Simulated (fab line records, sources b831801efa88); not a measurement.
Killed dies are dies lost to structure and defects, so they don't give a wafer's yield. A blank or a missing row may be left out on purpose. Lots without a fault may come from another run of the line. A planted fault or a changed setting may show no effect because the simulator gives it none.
Which tool did it? | flow sky130 | 11 lots, 33 wafers sampled, at 4 steps of a route of 708

WHAT THE GAUGES READ, wafer by wafer
SKY_PASSIVATION_THK_MEAS_01. Usual: PASSIVATION_CVD_00_THK 89.8 nm, standard deviation 1.2.
lot  | measured     | on            | PASSIVATION_CVD_00_THK (nm) | flag
L692 | day 44 04:29 | film_metro-02 | 88.0 89.3 90.4              |
L694 | day 44 13:22 | film_metro-01 | 90.1 90.9 89.5              |
L696 | day 44 22:31 | film_metro-04 | 89.8 90.3 91.2              |
L695 | day 45 12:16 | film_metro-02 | 91.5 91.2 92.5              |
L697 | day 45 19:50 | film_metro-01 | 90.2 91.9 92.2              |
L700 | day 46 17:34 | film_metro-01 | 89.1 91.4 90.8              |
L702 | day 47 04:12 | film_metro-02 | 89.4 91.0 89.6              |
L709 | day 48 09:57 | film_metro-04 | 88.9 90.0 90.0              |
L710 | day 48 13:19 | film_metro-02 | 88.2 88.0 89.3              |
L712 | day 48 21:59 | film_metro-02 | 89.2 88.3 90.4              |
L713 | day 49 03:51 | film_metro-04 | 88.1 89.2 88.4              |

SKY_PASSIVATION_THK_MEAS_03. Usual: PASSIVATION_CVD_02_THK 541 nm, standard deviation 6.9.
lot  | measured     | on            | PASSIVATION_CVD_02_THK (nm) | flag
L692 | day 44 04:46 | film_metro-01 | 531 548 531                 |
L694 | day 44 13:40 | film_metro-04 | 525 535 550                 |
L696 | day 44 22:48 | film_metro-02 | 532 537 544                 |
L695 | day 45 12:33 | film_metro-02 | 533 534 540                 |
L697 | day 45 20:07 | film_metro-02 | 538 550 544                 |
L700 | day 46 17:50 | film_metro-02 | 530 544 546                 |
L702 | day 47 04:29 | film_metro-04 | 532 542 549                 |
L709 | day 48 10:14 | film_metro-01 | 537 536 581 538 537 580     |
L710 | day 48 13:35 | film_metro-02 | 543 540 547                 |
L712 | day 48 22:16 | film_metro-02 | 542 542 537                 |
L713 | day 49 04:08 | film_metro-04 | 542 527 551                 |

WHICH TOOL RAN EACH LOT (tool, then ch and the chambers of the sampled wafers, then the start)
lot  | SKY_METAL5_SPUTTER_00        | SKY_PASSIVATION_CVD_02
L692 | pvd_sputter-04, day 43 05:18 | pecvd-04 ch 0,1,2, day 44 04:33
L694 | pvd_sputter-04, day 43 14:14 | pecvd-04 ch 0,2, day 44 13:25
L696 | pvd_sputter-03, day 43 23:31 | pecvd-01 ch 0,1, day 44 22:34
L695 | pvd_sputter-03, day 44 13:33 | pecvd-01 ch 1,2, day 45 12:19
L697 | pvd_sputter-04, day 44 22:42 | pecvd-04 ch 0,1, day 45 19:53
L700 | pvd_sputter-04, day 45 18:50 | pecvd-01 ch 0,2, day 46 17:36
L702 | pvd_sputter-02, day 46 06:34 | pecvd-03 ch 0,2, day 47 04:16
L709 | pvd_sputter-02, day 47 12:49 | pecvd-01 ch 0,2, day 48 10:01
L710 | pvd_sputter-04, day 47 16:22 | pecvd-03 ch 0,1, day 48 13:22
L712 | pvd_sputter-02, day 48 01:17 | pecvd-03 ch 0,1,2, day 48 22:02
L713 | pvd_sputter-02, day 48 07:19 | pecvd-03 ch 1,2, day 49 03:55
- SKY_METAL5_SPUTTER_00: material Ti, target thk 15 nm, time 10 s.
- SKY_PASSIVATION_CVD_02: deposits Si3N4, target thk 540 nm.

WHAT THE TOOLS THEMSELVES READ (means of the sampled wafers that have a number; where no wafer has one, the mark that the record gives instead)
SKY_METAL5_SPUTTER_00. Usual: throttle_valve_pct 29.9 %, standard deviation 1.2.
lot  | tool           | throttle_valve_pct (%) | flag
L692 | pvd_sputter-04 | 29.7                   |
L694 | pvd_sputter-04 | 28.4                   |
L696 | pvd_sputter-03 | 28.8                   |
L695 | pvd_sputter-03 | 29.6                   |
L697 | pvd_sputter-04 | 28.3                   |
L700 | pvd_sputter-04 | 28.7                   |
L702 | pvd_sputter-02 | 29.8                   |
L709 | pvd_sputter-02 | 30.3                   |
L710 | pvd_sputter-04 | 29.5                   |
L712 | pvd_sputter-02 | 29.6                   |
L713 | pvd_sputter-02 | 30.3                   |

SKY_PASSIVATION_CVD_02. Usual: heater_power_w 713 W, standard deviation 140.
lot  | tool     | heater_power_w (W) | flag
L692 | pecvd-04 | 722                |
L694 | pecvd-04 | 686                |
L696 | pecvd-01 | 709                |
L695 | pecvd-01 | 550                |
L697 | pecvd-04 | 691                |
L700 | pecvd-01 | 643                |
L702 | pecvd-03 | 674                |
L709 | pecvd-01 | 794                |
L710 | pecvd-03 | 768                |
L712 | pecvd-03 | 748                |
L713 | pecvd-03 | 717                |

THE ANSWER, worked out from the rows above alone
Rule: a lot is off if the mean of its wafers that have a number lies more than 3 standard deviations from the usual mean. A lot without any number at a reading at which 4 lots or more have one is off too. The other lots that the step has rows for count as sound. The gauges are gone through in route order, then the tools' own readings, and for those a lot's mean is taken as printed above. The first step at which some lot is off is used, and at that step the reading that is off furthest; a lot without a number counts as furthest.
No lot is off at any reading shown: from this, nothing can be told.

WHAT THE SIMULATOR HAD PUT IN
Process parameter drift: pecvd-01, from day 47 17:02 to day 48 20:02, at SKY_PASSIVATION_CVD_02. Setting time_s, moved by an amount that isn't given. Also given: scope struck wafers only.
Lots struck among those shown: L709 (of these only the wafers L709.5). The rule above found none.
